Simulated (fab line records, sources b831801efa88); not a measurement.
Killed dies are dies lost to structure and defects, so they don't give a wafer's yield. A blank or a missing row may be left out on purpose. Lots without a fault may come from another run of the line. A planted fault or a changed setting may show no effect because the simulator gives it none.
Which tool did it? | flow sky130 | 24 lots, 72 wafers sampled, at 3 steps of a route of 708

WHAT THE GAUGES READ, wafer by wafer
SKY_METAL1_OVL_MEAS_16.
lot  | measured     | on         | METAL1_OVL (nm)
L074 | day 33 01:02 | overlay-02 | -2 1 -5
L076 | day 33 08:04 | overlay-02 | 3 5 6
L075 | day 33 09:14 | overlay-02 | 3 -1 0
L077 | day 33 14:16 | overlay-02 | 7 3 0
L078 | day 34 08:46 | overlay-01 | -5 -1 0
L079 | day 34 09:31 | overlay-01 | 3 0 9
L080 | day 34 14:13 | overlay-01 | -2 -1 5
L081 | day 34 17:17 | overlay-01 | -3 -6 -1
L082 | day 35 11:46 | overlay-01 | -6 0 -2
L083 | day 35 17:49 | overlay-01 | -3 -5 -4
L084 | day 35 21:59 | overlay-01 | -4 -1 1
L085 | day 36 06:24 | overlay-02 | 1 -2 1
L086 | day 36 18:20 | overlay-02 | 4 2 1
L087 | day 36 22:41 | overlay-02 | -3 -4 -6
L088 | day 37 08:20 | overlay-02 | -1 1 -2
L089 | day 38 06:13 | overlay-01 | 0 -5 5
L090 | day 38 10:10 | overlay-02 | -5 1 1
L092 | day 38 16:10 | overlay-02 | -12 -11 -3
L091 | day 39 08:14 | overlay-01 | 2 5 2
L094 | day 39 08:40 | overlay-02 | -2 -2 -4
L093 | day 39 09:55 | overlay-01 | -6 -4 -1
L096 | day 39 14:22 | overlay-01 | -9 -6 -4
L095 | day 39 15:49 | overlay-02 | 2 0 1
L097 | day 39 20:07 | overlay-01 | 0 -1 -1

WHICH TOOL RAN EACH LOT (tool, then ch and the chambers of the sampled wafers, then the start)
lot  | SKY_LI_CONTACT_CMP_02         | SKY_CONTACT_SPUTTER_23
L074 | cmp-01 ch 1,2, day 27 23:21   | pvd_sputter-04, day 31 21:40
L076 | cmp-01 ch 0,2,3, day 28 12:40 | pvd_sputter-04, day 32 04:20
L075 | cmp-02 ch 0,2,3, day 28 12:52 | pvd_sputter-02, day 32 05:07
L077 | cmp-01 ch 0,1,2, day 29 00:04 | pvd_sputter-03, day 32 10:59
L078 | cmp-02 ch 0,1, day 29 12:50   | pvd_sputter-02, day 33 04:59
L079 | cmp-01 ch 0,1,2, day 29 16:26 | pvd_sputter-04, day 33 06:20
L080 | cmp-02 ch 2,3, day 29 19:19   | pvd_sputter-04, day 33 10:35
L081 | cmp-01 ch 0,3, day 30 03:43   | pvd_sputter-02, day 33 14:09
L082 | cmp-02 ch 0,1,2, day 30 19:19 | pvd_sputter-03, day 34 07:34
L083 | cmp-02 ch 0,2, day 31 01:02   | pvd_sputter-02, day 34 13:43
L084 | cmp-01 ch 0,1,3, day 31 07:58 | pvd_sputter-02, day 34 18:41
L085 | cmp-01 ch 0,1, day 31 15:29   | pvd_sputter-04, day 35 03:15
L086 | cmp-01 ch 0,1,3, day 32 02:44 | pvd_sputter-04, day 35 14:36
L087 | cmp-01 ch 0,1, day 32 07:44   | pvd_sputter-04, day 35 20:01
L088 | cmp-01 ch 0,1,2, day 32 19:07 | pvd_sputter-03, day 36 06:04
L089 | cmp-02 ch 1,3, day 33 16:55   | pvd_sputter-02, day 37 04:01
L090 | cmp-02 ch 0,1,3, day 33 20:59 | pvd_sputter-02, day 37 07:44
L092 | cmp-01 ch 0,1,2, day 34 02:26 | pvd_sputter-02, day 37 14:01
L091 | cmp-02 ch 0,1,2, day 34 20:05 | pvd_sputter-02, day 38 06:00
L094 | cmp-02 ch 2,3, day 34 20:20   | pvd_sputter-03, day 38 06:46
L093 | cmp-01 ch 0,2,3, day 34 20:42 | pvd_sputter-04, day 38 07:09
L096 | cmp-01 ch 0,2,3, day 35 02:37 | pvd_sputter-04, day 38 12:46
L095 | cmp-02 ch 1,2,3, day 35 03:06 | pvd_sputter-03, day 38 13:16
L097 | cmp-01 ch 0,1,3, day 35 10:20 | pvd_sputter-04, day 38 18:31
- SKY_LI_CONTACT_CMP_02: polishes PSG.
- SKY_CONTACT_SPUTTER_23: material TiN, target thk 20 nm, time 80 s.

WHAT THE TOOLS THEMSELVES READ (means of the sampled wafers that have a number; where no wafer has one, the mark that the record gives instead)
SKY_LI_CONTACT_CMP_02.
lot  | tool   | motor_current_A (A) | time_to_endpoint_s (s)
L074 | cmp-01 | 12.8                | 31.6
L076 | cmp-01 | 13.4                | 31.1
L075 | cmp-02 | 11.2                | 33.8
L077 | cmp-01 | 12.6                | 31.2
L078 | cmp-02 | 12.4                | 29.1
L079 | cmp-01 | 13.1                | 31.3
L080 | cmp-02 | 10.5                | 30.1
L081 | cmp-01 | 13.9                | 31.3
L082 | cmp-02 | 11.5                | 30.4
L083 | cmp-02 | 12.4                | 29.2
L084 | cmp-01 | 13.1                | 27.9
L085 | cmp-01 | 13.3                | 29.1
L086 | cmp-01 | 13.5                | 31.6
L087 | cmp-01 | 13.2                | 30.8
L088 | cmp-01 | 13.0                | 27.6
L089 | cmp-02 | 10.7                | 31.7
L090 | cmp-02 | 11.6                | 29.6
L092 | cmp-01 | 12.8                | 30.3
L091 | cmp-02 | 11.5                | 30.8
L094 | cmp-02 | 10.2                | 31.1
L093 | cmp-01 | 13.5                | 27.8
L096 | cmp-01 | 13.3                | 30.0
L095 | cmp-02 | 10.5                | 30.4
L097 | cmp-01 | 13.1                | 30.1

SKY_CONTACT_SPUTTER_23.
lot  | tool           | cathode_dc_power_W (W) | throttle_valve_pct (%)
L074 | pvd_sputter-04 | 3999.2                 | 30.7
L076 | pvd_sputter-04 | 4000.3                 | 31.5
L075 | pvd_sputter-02 | 4000.4                 | 30.8
L077 | pvd_sputter-03 | 3999.4                 | 30.4
L078 | pvd_sputter-02 | 4000.3                 | 30.3
L079 | pvd_sputter-04 | 4000.1                 | 31.7
L080 | pvd_sputter-04 | 3999.7                 | 29.8
L081 | pvd_sputter-02 | 4000.0                 | 30.4
L082 | pvd_sputter-03 | 3999.6                 | 29.7
L083 | pvd_sputter-02 | 3999.7                 | 30.3
L084 | pvd_sputter-02 | 3999.9                 | 29.9
L085 | pvd_sputter-04 | 4000.1                 | 30.8
L086 | pvd_sputter-04 | 3999.1                 | 31.7
L087 | pvd_sputter-04 | 4000.4                 | 30.1
L088 | pvd_sputter-03 | 3999.9                 | 31.5
L089 | pvd_sputter-02 | 3999.7                 | 30.3
L090 | pvd_sputter-02 | 4000.4                 | 30.4
L092 | pvd_sputter-02 | 3999.7                 | 30.3
L091 | pvd_sputter-02 | 3999.8                 | 30.1
L094 | pvd_sputter-03 | 3999.8                 | 30.0
L093 | pvd_sputter-04 | 4000.4                 | 31.7
L096 | pvd_sputter-04 | 4000.4                 | 31.4
L095 | pvd_sputter-03 | 4000.1                 | 30.6
L097 | pvd_sputter-04 | 3999.3                 | 30.9

THE ANSWER, worked out from the rows above alone
Rule: what is usual is taken from the lots themselves. Put in order of their means at a reading, lots are off if they are a third of the lots or fewer, leave a main group of 4 or more, and stand apart from it by a gap of 3 or more times the standard deviation of the main group's means; of several such gaps the widest counts. A main group whose means are all the same, to the digits that the tables above print for the reading, isn't used. A lot without any number at a reading at which 4 lots or more have one is off too. The other lots that the step has rows for count as sound. The gauges are gone through in route order, then the tools' own readings, and for those a lot's mean is taken as printed above. The first step at which some lot is off is used, and at that step the reading that is off furthest; a lot without a number counts as furthest.
No lot is off at any reading shown: from this, nothing can be told.

WHAT THE SIMULATOR HAD PUT IN
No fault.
